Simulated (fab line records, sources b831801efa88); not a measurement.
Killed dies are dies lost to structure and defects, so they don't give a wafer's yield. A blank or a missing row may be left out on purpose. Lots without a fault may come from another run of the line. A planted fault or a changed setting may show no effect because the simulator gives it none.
fab line records | flow sfq_line
record lots=6 wafers=18 last_day=92
route steps=325 shown R5@213 I5@228 C5@240 M6@251 M8@325
lots that met no fault: from a run of the same line without faults
start_h: hours from the record's first day to the start of the lot's first wafer shown | wait_h: hours since the lot's step before | " the same as in the row above | L1.1+2: a row that stands for several wafers | - no value, or no start given | * or withheld: withheld | < > ~ a bound
route shown NAME@n: a module of which the file shows steps, and the number in the route of the first | usual: mean/standard deviation of fault-free wafers | same: alike in all rows | chamber/n: place in a boat | sites: the reading at each site | _std_site: their standard deviation | _edge_site: outer sites' mean less inner sites' | radius_mm: how far each site lies from the wafer's centre | mask NAME#n: copy n | behind: the tool/chamber that last shaped the wafer | hold: why the lot was held/for how many hours/how that ended | device: the transistor (n, p or np) that didn't switch | end of line: the same wafers' tests at the end of the route | a step without rows: its recipe alone | killed: dies lost to structure and defects at the first sort, not the wafer's yield | map: a wafer's dies, x killed, . not, _ none there
set.NAME: the setting as run; set.NAME@STEP: as run at that earlier step | model.NAME: the simulator's own value behind a step, which no gauge read
lots at some steps of the route; a table a step, a row a wafer
services: from which hour (start_h, from the record's first day; less than 0 if before it) a tool's chamber was out of use, for how many hours, and why
## steps
# step SFQ_TRILAYER_R5_DEP_SPUTTER_133
# recipe material=MoNx base_pressure_pa=1.33e-06 target_thk_nm=40 power_w=1000 time_s=66.7 chamber_pressure_pa=0.4
# step SFQ_TRILAYER_R5_DEP_SPUTTER_134
# recipe material=Ti base_pressure_pa=1.33e-06 target_thk_nm=5 power_w=2000 time_s=5 chamber_pressure_pa=0.4
# step SFQ_R5_RS_MEAS_933
# recipe thk_meas_gauge=four-point-probe reads=Ti_of_TRILAYER_R5_DEP_SPUTTER_134+MoNx_of_TRILAYER_R5_DEP_SPUTTER_133+Ti_of_TRILAYER_R5_DEP_SPUTTER_132
# usual R5_MONX_RS=7.07/0.072
# columns lot.wafer tool chamber start_h wait_h R5_MONX_RS[ohm/sq]
L459.1 film_metro-03 - 1416.57 0.0 7.07
L459.3 " - " " 7.11
L459.4 " - " " 7.04
L466.1 film_metro-03 - 1466.07 0.0 7.04
L466.4 " - " " 6.97
L466.6 " - " " 7.09
L468.1 film_metro-03 - 1473.68 0.0 6.98
L468.5 " - " " 6.98
L468.6 " - " " 7.02
L470.2 film_metro-03 - 1585.46 0.0 7.08
L470.5 " - " " 7.12
L470.6 " - " " 7.12
L473.1 film_metro-01 - 1591.44 0.0 7.02
L473.2 " - " " 7.12
L473.3 " - " " 7.15
L475.1 film_metro-01 - 1598.64 0.0 7.05
L475.2 " - " " 6.98
L475.3 " - " " 7.06
# step SFQ_R5_THK_MEAS_934
# recipe thk_meas_gauge=xrf reads=MoNx_of_TRILAYER_R5_DEP_SPUTTER_133
# usual R5_MONX_THK=39.8/0.47
# columns lot.wafer tool chamber start_h wait_h R5_MONX_THK[nm]
L459.1 film_metro-03 - 1416.69 0.1 39.5
L459.3 " - " " 39.3
L459.4 " - " " 39.5
L466.1 film_metro-03 - 1466.19 0.1 39.7
L466.4 " - " " 40.2
L466.6 " - " " 39.7
L468.1 film_metro-03 - 1473.80 0.1 40.1
L468.5 " - " " 40.3
L468.6 " - " " 40.2
L470.2 film_metro-03 - 1585.57 0.1 39.7
L470.5 " - " " 39.1
L470.6 " - " " 39.3
L473.1 film_metro-01 - 1591.56 0.1 40.4
L473.2 " - " " 39.8
L473.3 " - " " 39.5
L475.1 film_metro-01 - 1598.76 0.1 40.0
L475.2 " - " " 40.7
L475.3 " - " " 40.0
# step SFQ_TRILAYER_R5_LITHO_COAT_141
# recipe resist=BARC spin_rpm=3000 resist_thk_nm=62
# step SFQ_TRILAYER_R5_LITHO_COAT_136
# recipe resist=KrF spin_rpm=3000 resist_thk_nm=600
# step SFQ_TRILAYER_R5_LITHO_SOFTBAKE_140
# recipe temp_c=withheld time_s=withheld resist=KrF
# step SFQ_TRILAYER_R5_LITHO_EXPOSE_137
# recipe mask_id=R5 na=0.6 source_shape=conventional sigma_outer=0.65 target_cd_nm=500 dose_mj=14.4
# step SFQ_TRILAYER_R5_LITHO_PEB_139
# recipe peb_temp_c=115 peb_time_s=60 resist=KrF
# step SFQ_TRILAYER_R5_LITHO_DEVELOP_138
# recipe time_s=60 resist=KrF
# step SFQ_R5_OVL_MEAS_935
# usual R5_OVL=-5/5.6
# columns lot.wafer tool chamber start_h wait_h R5_OVL[nm]
L459.1 overlay-02 - 1542.25 0.1 -8
L459.3 " - " " -8
L459.4 " - " " -7
L466.1 overlay-02 - 1575.19 0.1 1
L466.4 " - " " 4
L466.6 " - " " -1
L468.1 overlay-02 - 1584.64 0.1 -6
L468.5 " - " " -7
L468.6 " - " " -7
L470.2 overlay-02 - 1601.81 0.1 -8
L470.5 " - " " -16
L470.6 " - " " -10
L473.1 overlay-02 - 1606.61 0.1 -14
L473.2 " - " " 1
L473.3 " - " " -7
L475.1 overlay-02 - 1697.36 0.1 -14
L475.2 " - " " -2
L475.3 " - " " -15
# step SFQ_TRILAYER_R5_BARC_OPEN_METAL_ETCH_177
# recipe mask_material=PR chemistry=O2 target_depth_nm=125 target=BARC icp_w=600 bias_w=80 pressure_mtorr=10 time_s=41.7
# usual drypump_motor_current_A=6.2/0.46 oes_product_au=0.685/0.0049
# columns lot.wafer tool chamber start_h wait_h drypump_motor_current_A oes_product_au rf_hours_counter_h
L459.1 rie_metal-03 0 1542.28 0.0 5.4 0.690 108
L459.3 " 0 " " 5.4 0.693 -
L459.4 " 1 " " 6.3 0.690 -
L466.1 rie_metal-02 0 1575.23 0.0 6.4 0.682 11
L466.4 " 1 " " 6.8 0.673 -
L466.6 " 0 " " 6.4 0.692 -
L468.1 rie_metal-02 0 1584.67 0.0 6.4 0.680 13
L468.5 " 0 " " 6.4 0.690 -
L468.6 " 1 " " 6.8 0.687 -
L470.2 rie_metal-04 1 1601.84 0.0 6.2 0.680 120
L470.5 " 0 " " 5.7 0.678 -
L470.6 " 1 " " 6.2 0.680 -
L473.1 rie_metal-04 1 1606.64 0.0 6.2 0.683 121
L473.2 " 0 " " 5.7 0.691 29
L473.3 " 1 " " 6.2 0.685 -
L475.1 rie_metal-02 1 1697.39 0.0 6.8 0.687 83
L475.2 " 0 " " 6.4 0.689 27
L475.3 " 0 " " 6.4 0.689 -
# step SFQ_TRILAYER_R5_ETCH_METAL_ETCH_139
# recipe stop_on=SiO2 mask_material=PR chemistry=Cl2 target_depth_nm=60 icp_w=600 bias_w=80 pressure_mtorr=10 time_s=40
# usual drypump_motor_current_A=6.3/0.47 oes_product_au=0.989/0.0052
# columns lot.wafer tool chamber start_h wait_h drypump_motor_current_A oes_product_au rf_hours_counter_h model.etch.depth_nm model.R5.feature_depth_nm model.KrF_of_TRILAYER_R5_LITHO_COAT_136.thk_nm
L459.1 rie_metal-03 0 1542.34 0.0 5.5 0.992 108 59.07 59.07 497.9
L459.3 " 0 " " 5.5 0.978 - 58.75 58.75 498.6
L459.4 " 1 " " 6.3 0.985 - 58.34 58.34 500.3
L466.1 rie_metal-02 0 1575.29 0.0 6.4 0.864 11 45.95 45.95 503.4
L466.4 " 1 " " 6.8 0.855 - 46.77 46.77 502.8
L466.6 " 0 " " 6.4 0.997 - 60 60 498.2
L468.1 rie_metal-02 0 1584.73 0.0 6.4 0.857 13 45.65 45.65 504.4
L468.5 " 0 " " 6.4 0.983 - 59.68 59.68 500.2
L468.6 " 1 " " 6.8 0.994 - 59.65 59.65 497.5
L470.2 rie_metal-04 1 1601.90 0.0 6.3 0.989 120 60 60 498.8
L470.5 " 0 " " 5.6 0.988 - 59.28 59.28 501.9
L470.6 " 1 " " 6.3 0.993 - 60 60 499.6
L473.1 rie_metal-04 1 1606.70 0.0 6.3 0.996 121 60 60 499.5
L473.2 " 0 " " 5.7 0.982 29 59.43 59.43 501
L473.3 " 1 " " 6.2 0.991 - 60 60 499.6
L475.1 rie_metal-02 1 1697.45 0.0 6.8 0.996 83 60 60 500.1
L475.2 " 0 " " 6.4 0.990 27 59.96 59.96 502.1
L475.3 " 0 " " 6.4 0.985 - 60 60 499.5
# step SFQ_TRILAYER_R5_STRIP_STRIP_140
# recipe gas=O2 power_w=200 platen_temp_c=40 overash_fraction=0.65 chemistry=O2 pressure_mtorr=50
# step SFQ_TRILAYER_R5_STRIP_SOLV_CLEAN_141
# recipe chemistry=NMP temp_c=70 time_s=600
# step SFQ_TRILAYER_A5C_DEP_PECVD_142
# recipe material=SiO2 temp_c=150 time_s=15.556 pressure_torr=2.4 rf_w=183.3 precursor=SiH4/N2O target_thk_nm=70
# usual heater_power_w=83/13 susceptor_temp_C=150.02/0.14 throttle_valve_pct=24.5/1.4
# columns lot.wafer tool chamber start_h wait_h heater_power_w susceptor_temp_C throttle_valve_pct
L459.1 pecvd-01 2 1543.18 0.0 82 150.03 23.1
L459.3 " 0 " " 75 149.96 23.7
L459.4 " 2 " " 80 150.02 22.7
L466.1 pecvd-04 0 1576.12 0.0 93 150.14 25.1
L466.4 " 2 " " 78 150.31 26.1
L466.6 " 2 " " 79 150.25 26.4
L468.1 pecvd-01 2 1585.57 0.0 80 150.13 23.7
L468.5 " 0 " " 77 150.38 24.0
L468.6 " 2 " " 78 149.91 23.1
L470.2 pecvd-02 0 1602.73 0.0 109 149.85 26.7
L470.5 " 0 " " 107 149.81 26.5
L470.6 " 1 " " 65 149.85 27.0
L473.1 pecvd-02 2 1607.53 0.0 77 150.13 24.8
L473.2 " 1 " " 62 150.06 26.9
L473.3 " 0 " " 106 150.07 26.4
L475.1 pecvd-01 0 1698.28 0.0 86 150.05 24.2
L475.2 " 2 " " 87 149.75 23.3
L475.3 " 1 " " 83 149.88 23.1
# step SFQ_TRILAYER_I5_LITHO_COAT_149
# recipe resist=BARC spin_rpm=3000 resist_thk_nm=62
# step SFQ_TRILAYER_I5_LITHO_COAT_144
# recipe resist=KrF spin_rpm=3000 resist_thk_nm=650
# step SFQ_TRILAYER_I5_LITHO_SOFTBAKE_148
# recipe temp_c=withheld time_s=withheld resist=KrF
# step SFQ_TRILAYER_I5_LITHO_EXPOSE_145
# recipe mask_id=I5 na=0.6 source_shape=conventional sigma_outer=0.65 target_cd_nm=700 dose_mj=21.3
# step SFQ_TRILAYER_I5_LITHO_PEB_147
# recipe peb_temp_c=115 peb_time_s=60 resist=KrF
# step SFQ_TRILAYER_I5_LITHO_DEVELOP_146
# recipe time_s=60 resist=KrF
# step SFQ_I5_OVL_MEAS_936
# usual I5_OVL=4/5.7
# columns lot.wafer tool chamber start_h wait_h I5_OVL[nm]
L459.1 overlay-01 - 1545.46 0.1 -2
L459.3 " - " " -10
L459.4 " - " " 4
L466.1 overlay-02 - 1684.16 0.1 2
L466.4 " - " " 1
L466.6 " - " " 2
L468.1 overlay-01 - 1687.76 0.1 5
L468.5 " - " " 5
L468.6 " - " " 6
L470.2 overlay-01 - 1701.13 0.1 7
L470.5 " - " " -1
L470.6 " - " " 9
L473.1 overlay-01 - 1705.92 0.1 3
L473.2 " - " " 12
L473.3 " - " " 4
L475.1 overlay-02 - 1796.16 0.1 5
L475.2 " - " " 10
L475.3 " - " " 3
# step SFQ_TRILAYER_I5_BARC_OPEN_VIA_ETCH_200
# recipe mask_material=PR chemistry=O2 target_depth_nm=125 target=BARC source_w=500 bias_w=80 pressure_mtorr=30 time_s=41.7
# step SFQ_TRILAYER_I5_ETCH_VIA_ETCH_147
# recipe stop_on=Nb mask_material=PR chemistry=CHF3 target_depth_nm=360 source_w=500 bias_w=80 pressure_mtorr=30 time_s=withheld
# usual drypump_motor_current_A=5.8/0.49 oes_product_au=0.990/0.0052
# columns lot.wafer tool chamber start_h wait_h drypump_motor_current_A oes_product_au
L459.1 rie_diel-03 2 1545.54 0.0 6.2 0.987
L459.3 " 3 " " 4.9 0.988
L459.4 " 1 " " 5.7 0.993
L466.1 rie_diel-03 1 1684.23 0.0 5.7 0.989
L466.4 " 2 " " 6.2 0.984
L466.6 " 0 " " 5.7 0.995
L468.1 rie_diel-03 3 1687.83 0.0 4.9 0.994
L468.5 " 0 " " 5.7 0.994
L468.6 " 3 " " 4.9 0.982
L470.2 rie_diel-03 2 1701.20 0.0 6.3 0.990
L470.5 " 3 " " 4.9 0.985
L470.6 " 0 " " 5.7 0.996
L473.1 rie_diel-01 3 1706.00 0.0 6.6 0.993
L473.2 " 2 " " 5.1 0.988
L473.3 " 0 " " 5.8 0.991
L475.1 rie_diel-04 2 1796.23 0.0 5.4 0.982
L475.2 " 1 " " 5.6 0.990
L475.3 " 0 " " 5.8 0.987
# step SFQ_TRILAYER_I5_STRIP_STRIP_148
# recipe gas=O2 power_w=200 platen_temp_c=40 overash_fraction=0.65 chemistry=O2 pressure_mtorr=50
# step SFQ_TRILAYER_I5_STRIP_SOLV_CLEAN_149
# recipe chemistry=NMP temp_c=70 time_s=600
# step SFQ_TRILAYER_C5_LITHO_COAT_156
# recipe resist=BARC spin_rpm=3000 resist_thk_nm=62
# step SFQ_TRILAYER_C5_LITHO_COAT_151
# recipe resist=KrF spin_rpm=3000 resist_thk_nm=650
# step SFQ_TRILAYER_C5_LITHO_SOFTBAKE_155
# recipe temp_c=withheld time_s=withheld resist=KrF
# step SFQ_TRILAYER_C5_LITHO_EXPOSE_152
# recipe mask_id=C5 na=0.6 source_shape=conventional sigma_outer=0.65 target_cd_nm=500 dose_mj=21.3
# step SFQ_TRILAYER_C5_LITHO_PEB_154
# recipe peb_temp_c=115 peb_time_s=60 resist=KrF
# step SFQ_TRILAYER_C5_LITHO_DEVELOP_153
# recipe time_s=60 resist=KrF
# step SFQ_C5_OVL_MEAS_937
# usual C5_OVL=-2/6.3
# columns lot.wafer tool chamber start_h wait_h C5_OVL[nm]
L459.1 overlay-01 - 1661.36 0.1 2
L459.3 " - " " 6
L459.4 " - " " 0
L466.1 overlay-01 - 1787.76 0.1 -3
L466.4 " - " " -12
L466.6 " - " " -9
L468.1 overlay-01 - 1792.56 0.1 3
L468.5 " - " " 2
L468.6 " - " " -6
L470.2 overlay-02 - 1800.96 0.1 -9
L470.5 " - " " -9
L470.6 " - " " -3
L473.1 overlay-01 - 1809.36 0.1 7
L473.2 " - " " 3
L473.3 " - " " -2
L475.1 overlay-01 - 1861.06 0.1 -1
L475.2 " - " " -7
L475.3 " - " " -3
# step SFQ_TRILAYER_C5_BARC_OPEN_VIA_ETCH_210
# recipe mask_material=PR chemistry=O2 target_depth_nm=125 target=BARC source_w=500 bias_w=80 pressure_mtorr=30 time_s=41.7
# usual drypump_motor_current_A=5.9/0.42 oes_product_au=0.685/0.0047
# columns lot.wafer tool chamber start_h wait_h drypump_motor_current_A oes_product_au rf_hours_counter_h
L459.1 rie_diel-01 3 1661.39 0.0 6.6 0.688 12
L459.3 " 1 " " 6.2 0.684 18
L459.4 " 2 " " 5.1 0.688 2
L466.1 rie_diel-04 3 1787.79 0.0 6.3 0.684 17
L466.4 " 0 " " 5.8 0.688 13
L466.6 " 0 " " 5.8 0.684 -
L468.1 rie_diel-02 3 1792.59 0.0 6.1 0.688 20
L468.5 " 2 " " 5.6 0.685 -
L468.6 " 3 " " 6.1 0.688 -
L470.2 rie_diel-04 2 1800.99 0.0 5.3 0.684 12
L470.5 " 0 " " 5.8 0.688 -
L470.6 " 2 " " 5.3 0.680 -
L473.1 rie_diel-02 1 1809.39 0.0 5.8 0.684 0
L473.2 " 0 " " 6.3 0.694 20
L473.3 " 2 " " 5.6 0.684 15
L475.1 rie_diel-02 2 1861.09 0.0 5.6 0.690 16
L475.2 " 3 " " 6.2 0.677 1
L475.3 " 0 " " 6.2 0.678 0
# step SFQ_TRILAYER_C5_ETCH_VIA_ETCH_154
# recipe target=SiO2 mask_material=PR chemistry=CHF3 target_depth_nm=84 source_w=500 bias_w=80 pressure_mtorr=30 time_s=withheld stop_on=Nb
# usual drypump_motor_current_A=5.9/0.42 oes_product_au=0.895/0.008
# columns lot.wafer tool chamber start_h wait_h drypump_motor_current_A oes_product_au
L459.1 rie_diel-01 3 1661.43 0.0 6.6 0.880
L459.3 " 1 " " 6.2 0.901
L459.4 " 2 " " 5.1 0.888
L466.1 rie_diel-04 3 1787.83 0.0 6.3 0.895
L466.4 " 0 " " 5.9 0.897
L466.6 " 0 " " 5.8 0.896
L468.1 rie_diel-02 3 1792.63 0.0 6.2 0.891
L468.5 " 2 " " 5.6 0.904
L468.6 " 3 " " 6.1 0.885
L470.2 rie_diel-04 2 1801.03 0.0 5.4 0.876
L470.5 " 0 " " 5.9 0.895
L470.6 " 2 " " 5.3 0.909
L473.1 rie_diel-02 1 1809.43 0.0 5.8 0.888
L473.2 " 0 " " 6.2 0.887
L473.3 " 2 " " 5.6 0.883
L475.1 rie_diel-02 2 1861.13 0.0 5.6 0.888
L475.2 " 3 " " 6.1 0.901
L475.3 " 0 " " 6.2 0.888
# step SFQ_TRILAYER_C5_STRIP_STRIP_155
# recipe gas=O2 power_w=200 platen_temp_c=40 overash_fraction=0.65 chemistry=O2 pressure_mtorr=50
# step SFQ_TRILAYER_C5_STRIP_SOLV_CLEAN_156
# recipe chemistry=NMP temp_c=70 time_s=600
# step SFQ_TRILAYER_M6_DEP_PRE_CLEAN_158
# recipe gas=Ar time_s=22.5 bias_v=250
# step SFQ_TRILAYER_M6_DEP_SPUTTER_157
# recipe material=Nb base_pressure_pa=1.33e-06 chamber_pressure_pa=0.1333 substrate_temp_c=20 target_thk_nm=200 power_w=2000 time_s=133.3
# step SFQ_M6_RS_MEAS_938
# recipe thk_meas_gauge=four-point-probe reads=Nb_of_TRILAYER_M6_DEP_SPUTTER_157
# usual M6_NB_RS=0.896/0.0086
# columns lot.wafer tool chamber start_h wait_h M6_NB_RS[ohm/sq]
L459.1 film_metro-03 - 1662.39 0.0 0.896
L459.3 " - " " 0.897
L459.4 " - " " 0.892
L466.1 film_metro-03 - 1788.78 0.0 0.897
L466.4 " - " " 0.885
L466.6 " - " " 0.900
L468.1 film_metro-04 - 1793.58 0.0 0.895
L468.5 " - " " 0.904
L468.6 " - " " 0.898
L470.2 film_metro-02 - 1802.60 0.1 0.899
L470.5 " - " " 0.900
L470.6 " - " " 0.912
L473.1 film_metro-02 - 1810.38 0.0 0.903
L473.2 " - " " 0.890
L473.3 " - " " 0.898
L475.1 film_metro-04 - 1862.08 0.0 0.894
L475.2 " - " " 0.890
L475.3 " - " " 0.895
# step SFQ_M8_BOW_MEAS_951
# recipe mode=bow
# usual M8_BOW=8/12
# columns lot.wafer tool chamber start_h wait_h M8_BOW[um] model.etest.r5.comb_log10_ohm
L459.1 film_metro-02 - 2093.01 0.0 23 12
L459.3 " - " " 20 12
L459.4 " - " " 6 12
L466.1 film_metro-03 - 2143.79 0.0 21 0
L466.4 " - " " 11 0
L466.6 " - " " 21 12
L468.1 film_metro-03 - 2150.99 0.0 -2 0
L468.5 " - " " 4 12
L468.6 " - " " 12 12
L470.2 film_metro-02 - 2159.49 0.0 13 12
L470.5 " - " " 9 12
L470.6 " - " " -8 12
L473.1 film_metro-04 - 2172.77 0.0 -2 12
L473.2 " - " " 7 12
L473.3 " - " " 6 12
L475.1 film_metro-03 - 2208.72 0.0 29 12
L475.2 " - " " 15 12
L475.3 " - " " 19 12
## services
# columns tool chamber start_h hours kind
rie_diel-04 2 1523.78 4.5 repair
rie_diel-02 3 1546.45 7.5 repair
rie_diel-04 - 1569.58 0.8 repair
rie_diel-02 - 1571.15 1.2 repair
rie_diel-04 1 1574.95 1.5 repair
rie_diel-02 3 1592.21 28.2 repair
rie_diel-03 0 1607.07 5.1 repair
rie_metal-04 - 1612.39 10.0 pm
rie_diel-04 3 1621.63 6.7 repair
rie_diel-04 - 1628.09 1.4 repair
rie_diel-04 - 1634.67 0.7 repair
rie_metal-04 0 1635.75 5.9 repair
rie_diel-03 0 1635.85 5.4 repair
rie_diel-02 0 1637.76 4.5 repair
rie_diel-04 1 1657.57 17.3 repair
rie_metal-04 1 1659.25 7.7 repair
rie_diel-04 3 1668.95 19.0 repair
rie_diel-04 1 1704.26 5.3 repair
rie_metal-02 - 1719.87 0.2 repair
rie_diel-04 1 1804.63 5.6 repair
rie_metal-02 0 1816.86 16.9 repair
rie_diel-04 - 1817.65 0.1 repair
rie_metal-02 - 1832.20 5.5 repair
rie_diel-02 2 1845.66 3.3 repair
## key
first_sign step=SFQ_TRILAYER_R5_ETCH_METAL_ETCH_139 reading=oes_product_au direction=down sigmas=25 usual=0.989 struck=0.858
effect none on later readings
model_effect step=SFQ_TRILAYER_R5_ETCH_METAL_ETCH_139 value=etch.depth_nm without=59.94 struck=46.12
model_effect step=SFQ_M8_BOW_MEAS_951 value=etest.r5.comb_log10_ohm without=12 struck=0
met_at SFQ_TRILAYER_R5_ETCH_METAL_ETCH_139
struck_wafers L466.1,L466.4,L468.1
fault kind=process_parameter_drift tool=rie_metal-02 chamber=- onset_h=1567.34 steps=SFQ_TRILAYER_R5_ETCH_METAL_ETCH_139 channel=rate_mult offset=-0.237 shape=step end_h=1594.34 scope=struck_wafers_only
